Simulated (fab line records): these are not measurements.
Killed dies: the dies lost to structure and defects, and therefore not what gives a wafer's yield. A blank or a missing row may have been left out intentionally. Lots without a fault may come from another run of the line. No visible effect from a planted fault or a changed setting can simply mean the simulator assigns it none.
fab line records    flow sky130    part 2 of 2: steps 30 to 42 of 42
record lots=5  wafers=15  last_day=48
route steps=708 shown METAL3@572 VIA3@573 METAL4@598 CAP2M@603
lots with no fault: from the same line, run without faults
start_h: start of the lot's first displayed wafer, in hours after the record's first day    wait_h: hours since the lot's step before    " same as the row above    L1.1+2: several wafers, shown together as one row    - no value present, or no start provided    * or withheld: withheld    < > ~ a bound
route shown NAME@n: NAME is a module with steps in the file, n the number in the route of the first one    usual: average and standard deviation across the fault-free wafers    same: alike in all rows    chamber/n: place in a boat    sites: per-site readings    _std_site: standard deviation across them    _edge_site: outer sites' mean less inner sites'    radius_mm: for every site, how far away it sits from the centre of the wafer    mask NAME#n: copy n    behind: the tool/chamber that last shaped the wafer    hold: why the lot went on hold/how many hours it stayed there/how the hold came to an end    device: the n, p or np transistor that did not switch    end of line: the same wafers' tests at the end of the route    a step with no rows: only its recipe    killed: dies that structure and defects cost at the first sort, which is not the same as the wafer's yield    map: the dies of a wafer, with x for killed, . for not killed, _ for no die there
set.NAME: setting as actually run; set.NAME@STEP: the setting as run at that earlier step    model.NAME: the simulator's own value behind a step, which no gauge read
lots at selected steps of the route; one table per step, one row per wafer
services: when a tool's chamber went out of use (start_h, in hours from the record's first day, below 0 if earlier), for how many hours, and the reason
## steps
# step SKY_METAL4_SPUTTER_03
# recipe material=Ti  target_thk_nm=5  power_w=3000  time_s=3.3  chamber_pressure_pa=0.4
# usual throttle_valve_pct=29.8/1.1
lot.wafer  tool            chamber  start_h  wait_h  throttle_valve_pct
L074.1     pvd_sputter-04  -        929.12   0.0     29.8
L074.3     "               -        "        "       30.0
L074.6     "               -        "        "       29.9
L078.1     pvd_sputter-03  -        973.05   0.0     29.0
L078.2     "               -        "        "       31.7
L078.3     "               -        "        "       28.1
L081.3     pvd_sputter-03  -        985.86   0.0     28.6
L081.4     "               -        "        "       28.7
L081.6     "               -        "        "       28.9
L083.1     pvd_sputter-04  -        999.05   0.0     29.6
L083.2     "               -        "        "       31.9
L083.3     "               -        "        "       29.8
L084.2     pvd_sputter-04  -        1014.84  0.0     29.9
L084.5     "               -        "        "       29.5
L084.6     "               -        "        "       31.5
# step SKY_METAL4_SPUTTER_04
# recipe material=TiN  target_thk_nm=70  power_w=6500  time_s=58.3  chamber_pressure_pa=0.4
# usual throttle_valve_pct=29.8/1.1
lot.wafer  tool            chamber  start_h  wait_h  throttle_valve_pct
L074.1     pvd_sputter-04  -        929.14   0.0     29.8
L074.3     "               -        "        "       29.8
L074.6     "               -        "        "       29.4
L078.1     pvd_sputter-03  -        973.07   0.0     29.0
L078.2     "               -        "        "       31.8
L078.3     "               -        "        "       28.3
L081.3     pvd_sputter-03  -        985.88   0.0     28.6
L081.4     "               -        "        "       29.1
L081.6     "               -        "        "       29.1
L083.1     pvd_sputter-04  -        999.07   0.0     29.9
L083.2     "               -        "        "       31.7
L083.3     "               -        "        "       29.6
L084.2     pvd_sputter-04  -        1014.86  0.0     29.3
L084.5     "               -        "        "       29.9
L084.6     "               -        "        "       31.5
# step SKY_CAP2M_CVD_00
# recipe material=SiO2  target_thk_nm=15.5  temp_c=400  time_s=withheld  rf_w=450
# usual heater_power_w=733/88
lot.wafer  tool      chamber  start_h  wait_h  heater_power_w
L074.1     pecvd-03  2        929.19   0.0     815
L074.3     "         0        "        "       697
L074.6     "         1        "        "       781
L078.1     pecvd-03  2        973.12   0.0     756
L078.2     "         1        "        "       716
L078.3     "         1        "        "       702
L081.3     pecvd-02  2        985.93   0.0     619
L081.4     "         1        "        "       562
L081.6     "         0        "        "       867
L083.1     pecvd-01  0        999.12   0.0     676
L083.2     "         2        "        "       752
L083.3     "         1        "        "       840
L084.2     pecvd-01  0        1014.91  0.0     612
L084.5     "         0        "        "       623
L084.6     "         2        "        "       767
# step SKY_CAP2M_THK_MEAS_01
# recipe reads=SiO2_of_CAP2M_CVD_00
# usual CAP2M_CVD_00_THK=15.49/0.2
lot.wafer  tool           chamber  start_h  wait_h  CAP2M_CVD_00_THK[nm]
L074.1     film_metro-04  -        929.21   -       15.34
L074.3     "              -        "        "       15.09
L074.6     "              -        "        "       15.83
L078.1     film_metro-02  -        973.15   -       15.45
L078.2     "              -        "        "       15.43
L078.3     "              -        "        "       15.56
L081.3     film_metro-04  -        985.97   -       15.44
L081.4     "              -        "        "       15.12
L081.6     "              -        "        "       15.24
L083.1     film_metro-03  -        999.14   -       15.76
L083.2     "              -        "        "       15.45
L083.3     "              -        "        "       15.53
L084.2     film_metro-04  -        1014.94  -       15.55
L084.5     "              -        "        "       15.83
L084.6     "              -        "        "       15.41
# step SKY_CAP2M_SPUTTER_02
# recipe material=TiN  target_thk_nm=200  temp_c=300  power_w=6500  time_s=166.7  chamber_pressure_pa=0.4
# usual throttle_valve_pct=29.5/0.88
lot.wafer  tool            chamber  start_h  wait_h  throttle_valve_pct
L074.1     pvd_sputter-03  -        929.27   0.1     29.0
L074.3     "               -        "        "       28.7
L074.6     "               -        "        "       28.8
L078.1     pvd_sputter-02  -        973.21   0.1     28.8
L078.2     "               -        "        "       29.6
L078.3     "               -        "        "       28.8
L081.3     pvd_sputter-02  -        986.01   0.0     30.2
L081.4     "               -        "        "       28.9
L081.6     "               -        "        "       29.8
L083.1     pvd_sputter-01  -        999.20   0.1     30.3
L083.2     "               -        "        "       28.7
L083.3     "               -        "        "       30.1
L084.2     pvd_sputter-01  -        1014.99  0.0     28.2
L084.5     "               -        "        "       28.1
L084.6     "               -        "        "       30.5
# step SKY_CAP2M_RS_MEAS_03
# recipe thk_meas_gauge=four-point-probe  reads=TiN_of_CAP2M_SPUTTER_02
# usual CAP2M_TIN_RS=6.90/0.069
lot.wafer  tool           chamber  start_h  wait_h  CAP2M_TIN_RS[ohm/sq]
L074.1     film_metro-03  -        929.38   0.1     6.91
L074.3     "              -        "        "       6.86
L074.6     "              -        "        "       6.89
L078.1     film_metro-02  -        973.32   0.1     6.86
L078.2     "              -        "        "       6.98
L078.3     "              -        "        "       6.92
L081.3     film_metro-02  -        986.17   0.1     6.84
L081.4     "              -        "        "       6.81
L081.6     "              -        "        "       6.96
L083.1     film_metro-03  -        999.31   0.1     6.89
L083.2     "              -        "        "       6.84
L083.3     "              -        "        "       6.90
L084.2     film_metro-02  -        1015.12  0.1     6.84
L084.5     "              -        "        "       6.93
L084.6     "              -        "        "       6.87
# step SKY_CAP2M_THK_MEAS_04
# recipe thk_meas_gauge=xrf  reads=TiN_of_CAP2M_SPUTTER_02
# usual CAP2M_TIN_THK=199.9/2.3
lot.wafer  tool           chamber  start_h  wait_h  CAP2M_TIN_THK[nm]
L074.1     film_metro-03  -        929.50   0.1     200.6
L074.3     "              -        "        "       201.7
L074.6     "              -        "        "       201.0
L078.1     film_metro-02  -        973.44   0.1     199.0
L078.2     "              -        "        "       196.3
L078.3     "              -        "        "       198.9
L081.3     film_metro-02  -        986.27   0.1     200.6
L081.4     "              -        "        "       201.2
L081.6     "              -        "        "       197.7
L083.1     film_metro-03  -        999.43   0.1     199.7
L083.2     "              -        "        "       201.4
L083.3     "              -        "        "       200.4
L084.2     film_metro-02  -        1015.23  0.1     200.2
L084.5     "              -        "        "       198.1
L084.6     "              -        "        "       200.4
# step SKY_CAP2M_DEHYDRATE_05
# recipe temp_c=200  time_s=60
lot.wafer   tool            chamber  start_h  wait_h
L074.1+3+6  litho_track-01  0        941.46   11.9
L078.1+2+3  litho_track-03  0        985.20   11.8
L081.3+4+6  litho_track-03  0        997.50   11.2
L083.1+2+3  litho_track-03  0        1010.85  11.4
L084.2+5+6  litho_track-01  0        1026.43  11.2
# step SKY_CAP2M_HMDS_06
# recipe prime_time_s=60  prime_temp_c=120
lot.wafer   tool            chamber  start_h  wait_h
L074.1+3+6  litho_track-01  0        941.61   0.1
L078.1+2+3  litho_track-03  0        985.35   0.1
L081.3+4+6  litho_track-03  0        997.65   0.1
L083.1+2+3  litho_track-03  0        1011.00  0.1
L084.2+5+6  litho_track-01  0        1026.58  0.1
# step SKY_CAP2M_COAT_07
# recipe resist=NOVOLAK  spin_rpm=3000  resist_thk_nm=1140
lot.wafer   tool            chamber  start_h  wait_h
L074.1+3+6  litho_track-01  0        941.76   0.1
L078.1+2+3  litho_track-03  0        985.50   0.1
L081.3+4+6  litho_track-03  0        997.80   0.1
L083.1+2+3  litho_track-03  0        1011.15  0.1
L084.2+5+6  litho_track-01  0        1026.73  0.1
# step SKY_CAP2M_SOFTBAKE_08
# recipe temp_c=90  time_s=60  resist=NOVOLAK
lot.wafer   tool            chamber  start_h  wait_h
L074.1+3+6  litho_track-01  0        941.91   0.1
L078.1+2+3  litho_track-03  0        985.65   0.1
L081.3+4+6  litho_track-03  0        997.95   0.1
L083.1+2+3  litho_track-03  0        1011.30  0.1
L084.2+5+6  litho_track-01  0        1026.88  0.1
# step SKY_CAP2M_EXPOSE_09
# recipe mask_id=CAP2M  na=0.6  source_shape=conventional  sigma_outer=0.6  polarization=unpolarized  target_cd_nm=1000  dose_mj=159
lot.wafer   tool              chamber  start_h  wait_h  mask
L074.1+3+6  iline_stepper-02  0        -        -       CAP2M#0
L078.1+2+3  iline_stepper-01  0        -        -       CAP2M#0
L081.3+4+6  iline_stepper-02  0        -        -       CAP2M#0
L083.1+2+3  iline_stepper-02  0        -        -       CAP2M#0
L084.2+5+6  iline_stepper-01  0        -        -       CAP2M#0
# step SKY_CAP2M_PEB_10
# recipe temp_c=withheld  time_s=*  resist=NOVOLAK
lot.wafer   tool            chamber  start_h  wait_h
L074.1+3+6  litho_track-01  0        -        -
L078.1+2+3  litho_track-01  0        -        -
L081.3+4+6  litho_track-04  0        -        -
L083.1+2+3  litho_track-04  0        -        -
L084.2+5+6  litho_track-03  0        -        -
## services
tool              chamber  start_h  hours  kind
rie_diel-04       -        890.11   0.7    repair
krf_scanner-01    -        890.87   1.3    pm
cmp-02            -        897.99   7.2    pm
krf_scanner-01    -        904.79   0.8    pm
hdpcvd-02         -        907.10   6.0    pm
cmp-02            -        912.15   2.3    repair
cmp-02            -        914.48   4.0    pm
krf_scanner-01    -        926.54   21.0   pm
cmp-01            -        928.09   1.7    repair
rie_diel-04       3        928.11   5.2    repair
iline_stepper-02  -        945.50   1.7    pm
hdpcvd-02         -        950.25   15.0   pm
krf_scanner-01    -        952.95   0.6    repair
rie_diel-03       3        965.62   7.4    repair
cmp-02            -        967.55   2.0    repair
pvd_sputter-01    -        973.72   3.7    repair
cvd_w-02          1        974.26   8.2    repair
rie_diel-04       2        982.73   30.4   repair
cvd_w-02          -        989.89   0.5    repair
cvd_w-02          1        1003.67  5.8    repair
krf_scanner-01    -        1004.16  1.0    pm
hdpcvd-02         -        1010.77  0.4    repair
cmp-02            -        1028.62  0.8    repair
pvd_sputter-04    -        1029.03  4.7    repair
